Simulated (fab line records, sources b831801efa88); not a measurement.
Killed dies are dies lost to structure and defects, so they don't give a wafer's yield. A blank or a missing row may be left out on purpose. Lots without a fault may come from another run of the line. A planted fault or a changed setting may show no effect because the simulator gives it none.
fab line records | flow sky130
record lots=12 wafers=36 last_day=50
route steps=708 shown METAL4@630 VIA4@646 PAD_OPEN@708
lots that met no fault: from a run of the same line without faults
start_h: hours from the record's first day to the start of the lot's first wafer shown | wait_h: hours since the lot's step before | " the same as in the row above | L1.1+2: a row that stands for several wafers | - no value, or no start given | * or withheld: withheld | < > ~ a bound
route shown NAME@n: a module of which the file shows steps, and the number in the route of the first | usual: mean/standard deviation of fault-free wafers | same: alike in all rows | chamber/n: place in a boat | sites: the reading at each site | _std_site: their standard deviation | _edge_site: outer sites' mean less inner sites' | radius_mm: how far each site lies from the wafer's centre | mask NAME#n: copy n | behind: the tool/chamber that last shaped the wafer | hold: why the lot was held/for how many hours/how that ended | device: the transistor (n, p or np) that didn't switch | end of line: the same wafers' tests at the end of the route | a step without rows: its recipe alone | killed: dies lost to structure and defects at the first sort, not the wafer's yield | map: a wafer's dies, x killed, . not, _ none there
set.NAME: the setting as run; set.NAME@STEP: as run at that earlier step | model.NAME: the simulator's own value behind a step, which no gauge read
steps of the route over a sample of lots; a table a step, a row a wafer
services: from which hour (start_h, from the record's first day; less than 0 if before it) a tool's chamber was out of use, for how many hours, and why
## steps
# step SKY_METAL4_OVL_MEAS_14
# usual METAL4_OVL=-3/5.5
# columns lot.wafer tool chamber start_h wait_h METAL4_OVL[nm]
L987.1 overlay-02 - 977.81 0.1 -9
L987.4 " - " " 5
L987.6 " - " " 3
L990.3 overlay-02 - 1001.70 0.1 -13
L990.4 " - " " 0
L990.6 " - " " -3
L991.2 overlay-01 - 1005.97 0.1 -2
L991.3 " - " " -3
L991.4 " - " " 3
L992.1 overlay-01 - 1016.96 0.1 5
L992.3 " - " " 5
L992.6 " - " " 3
L997.1 overlay-02 - 1045.79 0.1 -3
L997.2 " - " " 3
L997.4 " - " " 4
L998.3 overlay-01 - 1050.87 0.1 -5
L998.4 " - " " -2
L998.5 " - " " -6
L103.3 overlay-02 - 1087.15 0.1 3
L103.4 " - " " 1
L103.5 " - " " 0
L106.1 overlay-01 - 1095.55 0.1 -7
L106.3 " - " " -12
L106.4 " - " " -5
L107.1 overlay-02 - 1105.00 0.1 -14
L107.2 " - " " -8
L107.4 " - " " -13
L108.1 overlay-01 - 1113.59 0.1 5
L108.4 " - " " 3
L108.5 " - " " 4
L109.1 overlay-01 - 1115.71 0.1 -1
L109.2 " - " " -4
L109.4 " - " " -1
L110.2 overlay-02 - 1123.75 0.1 1
L110.4 " - " " 0
L110.5 " - " " 5
# step SKY_METAL4_ETCH_16
# recipe chemistry=N2/H2 target=BARC ion_energy_ev=200 bias_w=100 pressure_mtorr=30 n2_flow_sccm=100 h2_flow_sccm=200 icp_w=500 stop_on=SiO2 time_s=88.2 target_depth_a=600
# usual drypump_motor_current_A=5.6/0.37 oes_product_au=0.626/0.0047 throttle_valve_pct=13.204/0.0097
# same time_s=88.2
# columns lot.wafer tool chamber start_h wait_h drypump_motor_current_A oes_product_au rf_hours_counter_h throttle_valve_pct
L987.1 rie_metal-03 0 977.88 0.0 5.0 0.623 6 13.205
L987.4 " 0 " " 5.0 0.626 - 13.211
L987.6 " 1 " " 6.2 0.626 - 13.201
L990.3 rie_metal-03 1 1001.79 0.0 6.2 0.629 - 13.201
L990.4 " 0 " " 5.0 0.624 - 13.183
L990.6 " 0 " " 5.0 0.627 - 13.207
L991.2 rie_metal-04 0 1006.09 0.1 5.7 0.621 - 13.225
L991.3 " 0 " " 5.8 0.627 - 13.211
L991.4 " 0 " " 5.7 0.627 - 13.210
L992.1 rie_metal-04 0 1017.06 0.1 5.7 0.620 7 13.205
L992.3 " 0 " " 5.8 0.622 - 13.195
L992.6 " 0 " " 5.7 0.616 - 13.204
L997.1 rie_metal-01 0 1045.86 0.0 5.6 0.629 18 13.205
L997.2 " 1 " " 5.4 0.632 12 13.189
L997.4 " 0 " " 5.6 0.629 - 13.198
L998.3 rie_metal-01 0 1050.96 0.0 5.6 0.628 - 13.204
L998.4 " 1 " " 5.4 0.632 - 13.201
L998.5 " 1 " " 5.4 0.618 - 13.205
L103.3 rie_metal-04 1 1087.24 0.0 5.7 0.626 - 13.205
L103.4 " 0 " " 5.7 0.627 - 13.211
L103.5 " 0 " " 5.7 0.629 - 13.180
L106.1 rie_metal-01 0 1095.61 0.0 5.6 0.621 22 13.227
L106.3 " 1 " " 5.4 0.633 - 13.216
L106.4 " 0 " " 5.6 0.626 - 13.205
L107.1 rie_metal-03 0 1105.06 0.0 5.0 0.619 16 13.195
L107.2 " 1 " " 6.2 0.630 2 13.210
L107.4 " 1 " " 6.2 0.622 - 13.201
L108.1 rie_metal-01 0 1113.66 0.0 5.6 0.626 23 13.200
L108.4 " 1 " " 5.4 0.622 - 13.199
L108.5 " 0 " " 5.6 0.629 - 13.210
L109.1 rie_metal-01 1 1115.78 0.0 5.4 0.630 18 13.200
L109.2 " 0 " " 5.6 0.626 23 13.212
L109.4 " 0 " " 5.6 0.625 - 13.201
L110.2 rie_metal-04 0 1123.81 0.0 5.8 0.614 14 13.217
L110.4 " 0 " " 5.7 0.622 - 13.197
L110.5 " 1 " " 5.7 0.626 - 13.208
# step SKY_VIA4_SOFTBAKE_07
# recipe temp_c=90 time_s=60 resist=NOVOLAK
# usual heater_power_total_W=56.59/0.047 resist_line_temp_C=23.02/0.1 run_length_s=89.14/0.27
# columns lot.wafer tool chamber start_h wait_h heater_power_total_W resist_line_temp_C run_length_s
L987.1 litho_track-01 0 991.04 0.1 56.56 23.14 89.23
L987.4 " 0 " " 56.53 23.03 89.30
L987.6 " 0 " " 56.61 23.08 89.22
L990.3 litho_track-04 0 1015.57 0.1 56.55 23.01 88.66
L990.4 " 0 " " 56.66 22.96 88.80
L990.6 " 0 " " 56.55 23.00 88.90
L991.2 litho_track-04 0 1019.50 0.1 56.63 23.13 88.69
L991.3 " 0 " " 56.66 23.08 88.75
L991.4 " 0 " " 56.60 23.03 88.73
L992.1 litho_track-03 0 1028.89 0.1 56.60 23.07 89.30
L992.3 " 0 " " 56.65 23.10 89.26
L992.6 " 0 " " 56.59 22.99 89.23
L997.1 litho_track-01 0 1057.54 0.1 58.14 22.80 84.97
L997.2 " 0 " " 58.09 22.99 85.29
L997.4 " 0 " " 58.10 22.88 85.01
L998.3 litho_track-01 0 1064.14 0.1 58.10 23.02 85.01
L998.4 " 0 " " 58.11 22.99 85.01
L998.5 " 0 " " 58.07 23.06 85.22
L103.3 litho_track-04 0 1098.72 0.1 56.58 22.83 88.73
L103.4 " 0 " " 56.61 22.92 88.82
L103.5 " 0 " " 56.55 22.69 88.75
L106.1 litho_track-03 0 1107.79 0.1 56.55 22.97 89.28
L106.3 " 0 " " 56.58 23.06 89.63
L106.4 " 0 " " 56.68 23.01 89.40
L107.1 litho_track-04 0 1116.07 0.1 56.62 23.12 88.99
L107.2 " 0 " " 56.69 23.15 88.85
L107.4 " 0 " " 56.59 23.04 88.80
L108.1 litho_track-01 0 1124.69 0.1 56.57 22.94 89.25
L108.4 " 0 " " 56.51 23.01 89.17
L108.5 " 0 " " 56.62 22.88 89.12
L109.1 litho_track-03 0 1127.34 0.1 56.58 22.97 89.41
L109.2 " 0 " " 56.59 22.89 89.29
L109.4 " 0 " " 56.60 23.17 89.35
L110.2 litho_track-01 0 1134.86 0.1 56.58 23.08 89.17
L110.4 " 0 " " 56.49 23.04 89.56
L110.5 " 0 " " 56.58 23.08 89.33
# step SKY_VIA4_OVL_MEAS_11
# usual VIA4_OVL=-0.7/1.3
# columns lot.wafer tool chamber start_h wait_h VIA4_OVL[nm]
L987.1 overlay-02 - 1001.87 0.1 0.2
L987.4 " - " " -0.3
L987.6 " - " " -0.3
L990.3 overlay-02 - 1026.25 0.1 0.3
L990.4 " - " " -1.9
L990.6 " - " " -0.1
L991.2 overlay-02 - 1030.00 0.1 -0.2
L991.3 " - " " -0.1
L991.4 " - " " -0.5
L992.1 overlay-01 - 1041.27 0.1 -1.4
L992.3 " - " " -1.2
L992.6 " - " " -3.5
L997.1 overlay-02 - 1068.84 0.1 -0.6
L997.2 " - " " -0.6
L997.4 " - " " -0.5
L998.3 overlay-02 - 1074.00 0.1 0.1
L998.4 " - " " 2.5
L998.5 " - " " 0.9
L103.3 overlay-02 - 1108.91 0.1 0.6
L103.4 " - " " -1.8
L103.5 " - " " -0.5
L106.1 overlay-01 - 1117.57 0.1 -1.5
L106.3 " - " " -0.8
L106.4 " - " " -0.3
L107.1 overlay-02 - 1125.14 0.1 -0.9
L107.2 " - " " 0.6
L107.4 " - " " -0.3
L108.1 overlay-01 - 1133.79 0.1 -1.3
L108.4 " - " " -2.8
L108.5 " - " " -0.1
L109.1 overlay-02 - 1136.97 0.1 -2.1
L109.2 " - " " -2.9
L109.4 " - " " -3.4
L110.2 overlay-02 - 1143.85 0.1 -0.8
L110.4 " - " " -1.4
L110.5 " - " " -1.4
# step SKY_PAD_OPEN_PROBE_99
# usual defect_limited_yield=81.9/2 killed_at_M0_to_M3=43/6.5 killed_at_M4_up=3.2/1.8 killed_at_contacts=26/5.2 killed_at_front_end=16/4.8 killed_at_other=0.3/0.6 killed_dies=89/9.6 killed_open=48/7.1 killed_short=40/6.4 sort_bin_3_pad_short=0.9/0.37 sort_bin_5_function=10.7/1.4 sort_bin_6_memory=6.5/1.2 sort_n_pass=403/9.6 sort_yield_pct=81.9/2
# same gross_dies=492 killed_at_back_side=0 sort_bin_4_leakage[%]=0 sort_bin_8_speed[%]=0
# columns lot.wafer tool chamber start_h wait_h defect_limited_yield[%] killed_at_M0_to_M3 killed_at_M4_up killed_at_contacts killed_at_front_end killed_at_other killed_dies killed_open killed_short sort_bin_3_pad_short[%] sort_bin_5_function[%] sort_bin_6_memory[%] sort_n_pass sort_yield_pct[%]
L987.1 prober-02 - 1074.53 0.1 82.1 38 4 18 28 0 88 42 46 0.8 11.0 6.1 404 82.1
L987.4 prober-02 - 1074.68 0.2 82.1 46 6 18 17 1 88 42 46 1.0 10.4 6.5 404 82.1
L987.6 prober-02 - 1074.78 0.2 82.5 42 2 22 20 0 86 56 30 1.0 10.0 6.5 406 82.5
L991.2 prober-02 - 1099.98 0.1 81.5 37 8 31 15 0 91 55 36 1.0 11.2 6.3 401 81.5
L991.3 prober-02 - 1100.03 0.2 78.9 47 3 35 19 0 104 52 52 1.2 12.4 7.5 388 78.9
L991.4 prober-02 - 1100.08 0.2 84.6 37 3 23 13 0 76 49 27 0.4 10.2 4.9 416 84.6
L997.1 prober-01 - 1134.44 0.1 83.5 45 0 22 13 1 81 47 34 1.0 9.1 6.3 411 83.5
L997.2 prober-01 - 1134.49 0.1 82.9 33 0 33 17 1 84 50 34 0.6 10.8 5.7 408 82.9
L997.4 prober-01 - 1134.59 0.2 82.1 49 3 24 12 0 88 52 36 0 11.4 6.5 404 82.1
L998.3 prober-02 - 1139.01 0.2 81.7 46 7 21 16 0 90 42 48 0.8 11.0 6.5 402 81.7
L998.4 prober-02 - 1139.06 0.2 79.9 43 6 24 26 0 99 51 45 1.0 12.2 6.9 393 79.9
L998.5 prober-02 - 1139.11 0.2 80.3 38 6 29 24 0 97 54 43 0.6 10.0 9.1 395 80.3
L106.1 prober-02 - 1177.16 0.1 81.7 43 3 28 16 0 90 42 47 0.6 11.8 5.9 402 81.7
L106.3 prober-02 - 1177.26 0.2 82.7 44 2 22 17 0 85 41 43 0.2 11.2 5.9 407 82.7
L106.4 prober-02 - 1177.31 0.2 80.7 39 2 27 27 0 95 39 54 1.2 10.8 7.3 397 80.7
L108.1 prober-02 - 1190.20 0.1 85.2 39 4 22 8 0 73 39 34 0.8 9.6 4.5 419 85.2
L108.4 prober-02 - 1190.35 0.2 85.8 31 4 24 11 0 70 39 31 1.0 7.5 5.7 422 85.8
L108.5 prober-02 - 1190.40 0.2 85.6 33 6 21 11 0 71 36 35 0.8 9.3 4.3 421 85.6
L109.1 prober-01 - 1192.10 0.1 80.7 48 4 22 21 0 95 52 43 0.6 12.8 5.9 397 80.7
L109.2 prober-01 - 1192.15 0.1 79.7 60 3 21 15 1 100 62 37 0.8 12.0 7.5 392 79.7
L109.4 prober-01 - 1192.25 0.2 79.9 42 3 31 22 1 99 60 38 0.4 11.6 8.1 393 79.9
L110.2 prober-02 - 1199.08 0.1 80.3 43 5 36 13 0 97 52 45 1.2 12.8 5.7 395 80.3
L110.4 prober-02 - 1199.18 0.2 83.3 39 2 25 16 0 82 40 42 0.8 11.2 4.7 410 83.3
L110.5 prober-02 - 1199.23 0.2 80.5 52 2 31 11 0 96 46 50 1.6 9.8 8.1 396 80.5
# killed by level:class
L987.1 VIA2:geometric_particle:open=8 POLY_GATE:geometric_particle:open=7 POLY_GATE:geometric_particle:short=7 CONTACT:geometric_particle:open=7 METAL1:geometric_particle:short=7 FIELD_ISO:geometric_particle:open=5 VIA1:geometric_particle:short=5 METAL2:geometric_particle:short=5
L987.4 METAL1:geometric_particle:short=9 POLY_GATE:geometric_particle:short=7 VIA2:geometric_particle:open=7 LI_CONTACT:geometric_particle:open=6 VIA3:geometric_particle:open=6 METAL2:geometric_particle:short=5 VIA1:geometric_particle:open=5 METAL4:geometric_particle:short=4
L987.6 POLY_GATE:geometric_particle:open=9 VIA1:geometric_particle:open=9 VIA3:geometric_particle:open=8 VIA2:geometric_particle:open=8 LI_CONTACT:geometric_particle:open=6 FIELD_ISO:geometric_particle:open=5 CONTACT:geometric_particle:open=5 METAL1:geometric_particle:short=5
L991.2 CONTACT:geometric_particle:open=11 LI_CONTACT:geometric_particle:open=9 VIA2:geometric_particle:open=8 VIA1:geometric_particle:open=7 FIELD_ISO:geometric_particle:open=6 METAL4:geometric_particle:short=6 FIELD_ISO:geometric_particle:short=4 LOCAL_INTERCONNECT:geometric_particle:short=4
L991.3 CONTACT:geometric_particle:open=10 METAL2:geometric_particle:short=9 VIA1:geometric_particle:open=8 LI_CONTACT:geometric_particle:open=8 LOCAL_INTERCONNECT:geometric_particle:short=7 METAL1:geometric_particle:short=6 VIA2:geometric_particle:open=6 POLY_GATE:geometric_particle:short=5
L991.4 LI_CONTACT:geometric_particle:open=11 VIA1:geometric_particle:open=8 VIA3:geometric_particle:open=8 CONTACT:geometric_particle:open=7 METAL1:geometric_particle:short=6 VIA2:geometric_particle:open=4 POLY_CUT:geometric_particle:open=3 METAL4:geometric_particle:short=3
L997.1 VIA1:geometric_particle:open=10 CONTACT:geometric_particle:open=9 VIA2:geometric_particle:open=8 VIA3:geometric_particle:open=7 METAL1:geometric_particle:short=6 LI_CONTACT:geometric_particle:short=4 LI_CONTACT:geometric_particle:open=4 LOCAL_INTERCONNECT:geometric_particle:short=4
L997.2 CONTACT:geometric_particle:open=9 LI_CONTACT:geometric_particle:open=8 LI_CONTACT:geometric_particle:short=8 VIA1:geometric_particle:open=8 VIA2:geometric_particle:open=8 CONTACT:geometric_particle:short=7 VIA3:geometric_particle:open=5 FIELD_ISO:geometric_particle:open=4
L997.4 VIA1:geometric_particle:open=10 VIA3:geometric_particle:open=10 LI_CONTACT:geometric_particle:open=9 VIA2:geometric_particle:open=8 LOCAL_INTERCONNECT:geometric_particle:short=7 CONTACT:geometric_particle:open=5 VIA1:geometric_particle:short=5 METAL1:geometric_particle:short=5
L998.3 LI_CONTACT:geometric_particle:open=10 VIA1:geometric_particle:open=8 VIA1:geometric_particle:short=7 VIA3:geometric_particle:short=6 METAL4:geometric_particle:short=6 METAL1:geometric_particle:short=6 CONTACT:geometric_particle:open=5 VIA3:geometric_particle:open=5
L998.4 VIA1:geometric_particle:open=12 CONTACT:geometric_particle:open=9 METAL2:geometric_particle:short=9 VIA2:geometric_particle:open=8 POLY_GATE:geometric_particle:short=6 LI_CONTACT:geometric_particle:open=6 POLY_GATE:geometric_particle:open=5 VIA1:geometric_particle:short=5
L998.5 CONTACT:geometric_particle:open=12 VIA1:geometric_particle:open=10 FIELD_ISO:geometric_particle:short=7 FIELD_ISO:geometric_particle:open=6 CONTACT:geometric_particle:short=6 VIA1:geometric_particle:short=6 LOCAL_INTERCONNECT:geometric_particle:short=5 POLY_GATE:geometric_particle:open=5
L106.1 CONTACT:geometric_particle:open=11 METAL2:geometric_particle:short=8 LI_CONTACT:geometric_particle:open=7 VIA1:geometric_particle:open=7 FIELD_ISO:geometric_particle:short=6 VIA3:geometric_particle:short=6 METAL3:geometric_particle:short=5 VIA3:geometric_particle:open=5
L106.3 VIA1:geometric_particle:open=11 LI_CONTACT:geometric_particle:open=7 LI_CONTACT:geometric_particle:short=5 VIA2:geometric_particle:open=5 METAL1:geometric_particle:short=5 METAL2:geometric_particle:short=5 FIELD_ISO:geometric_particle:short=4 FIELD_ISO:geometric_particle:open=4
L106.4 FIELD_ISO:geometric_particle:short=9 METAL1:geometric_particle:short=8 VIA3:geometric_particle:open=8 CONTACT:geometric_particle:open=7 POLY_GATE:geometric_particle:short=6 LI_CONTACT:geometric_particle:open=6 LOCAL_INTERCONNECT:geometric_particle:short=6 FIELD_ISO:geometric_particle:open=5
L108.1 VIA1:geometric_particle:open=10 LI_CONTACT:geometric_particle:open=7 CONTACT:geometric_particle:open=7 METAL3:geometric_particle:short=6 VIA1:geometric_particle:short=5 VIA2:geometric_particle:short=4 FIELD_ISO:geometric_particle:short=3 CONTACT:geometric_particle:short=3
L108.4 VIA1:geometric_particle:open=7 LI_CONTACT:geometric_particle:open=7 CONTACT:geometric_particle:open=6 METAL2:geometric_particle:short=6 VIA3:geometric_particle:open=5 POLY_GATE:geometric_particle:open=4 LOCAL_INTERCONNECT:geometric_particle:short=4 CONTACT:geometric_particle:short=4
L108.5 VIA1:geometric_particle:open=8 CONTACT:geometric_particle:open=7 METAL2:geometric_particle:short=6 LI_CONTACT:geometric_particle:open=6 VIA1:geometric_particle:short=5 METAL4:geometric_particle:short=5 POLY_GATE:geometric_particle:short=4 LOCAL_INTERCONNECT:geometric_particle:short=4
L109.1 VIA1:geometric_particle:open=11 CONTACT:geometric_particle:open=9 POLY_GATE:geometric_particle:open=7 VIA3:geometric_particle:open=7 POLY_GATE:geometric_particle:short=5 LI_CONTACT:geometric_particle:open=5 VIA3:geometric_particle:short=5 VIA1:geometric_particle:short=5
L109.2 VIA1:geometric_particle:open=16 CONTACT:geometric_particle:open=10 METAL2:geometric_particle:short=10 VIA3:geometric_particle:open=10 VIA2:geometric_particle:open=8 METAL1:geometric_particle:short=6 VIA1:geometric_particle:short=6 POLY_GATE:geometric_particle:open=4
L109.4 CONTACT:geometric_particle:open=13 VIA1:geometric_particle:open=12 VIA2:geometric_particle:open=7 LI_CONTACT:geometric_particle:open=7 POLY_GATE:geometric_particle:short=6 METAL1:geometric_particle:short=6 FIELD_ISO:geometric_particle:open=5 FIELD_ISO:geometric_particle:short=5
L110.2 VIA1:geometric_particle:open=11 CONTACT:geometric_particle:open=10 LI_CONTACT:geometric_particle:open=7 CONTACT:geometric_particle:short=7 LI_CONTACT:geometric_particle:short=6 METAL2:geometric_particle:short=6 VIA2:geometric_particle:open=6 POLY_GATE:geometric_particle:open=5
L110.4 VIA1:geometric_particle:open=8 LI_CONTACT:geometric_particle:open=8 CONTACT:geometric_particle:short=7 POLY_GATE:geometric_particle:short=6 CONTACT:geometric_particle:open=6 METAL2:geometric_particle:short=5 VIA3:geometric_particle:open=5 METAL1:geometric_particle:short=4
L110.5 CONTACT:geometric_particle:open=11 VIA1:geometric_particle:open=10 LOCAL_INTERCONNECT:geometric_particle:short=8 METAL1:geometric_particle:short=8 VIA3:geometric_particle:open=7 METAL2:geometric_particle:short=6 LI_CONTACT:geometric_particle:open=5 VIA2:geometric_particle:open=5
## services
# columns tool chamber start_h hours kind
rie_metal-04 1 994.35 - clean
rie_metal-04 1 994.35 27.3 scheduled_down
rie_metal-04 1 994.35 27.3 vent_cycle
rie_metal-04 - 998.82 0.6 repair
rie_metal-04 - 1053.88 0.9 repair
rie_metal-03 1 1057.75 - clean
rie_metal-03 1 1057.75 20.1 scheduled_down
rie_metal-03 1 1057.75 20.1 vent_cycle
rie_metal-04 0 1096.18 17.8 repair
## key
first_sign step=SKY_VIA4_SOFTBAKE_07 reading=heater_power_total_W direction=up sigmas=32 usual=* struck=*
effect step=SKY_VIA4_SOFTBAKE_07 reading=run_length_s direction=down sigmas=15 usual=* struck=*
met_at SKY_VIA4_SOFTBAKE_07
struck_lots L997,L998
not_acting_at SKY_METAL4_OVL_MEAS_14,SKY_METAL4_ETCH_16,SKY_VIA4_OVL_MEAS_11
onset_between 991.04 1057.54
fault kind=process_parameter_drift tool=litho_track-01 chamber=- onset_h=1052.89 steps=SKY_VIA4_SOFTBAKE_07 channel=time_s offset=* shape=step end_h=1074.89 acts_in=* stated=*
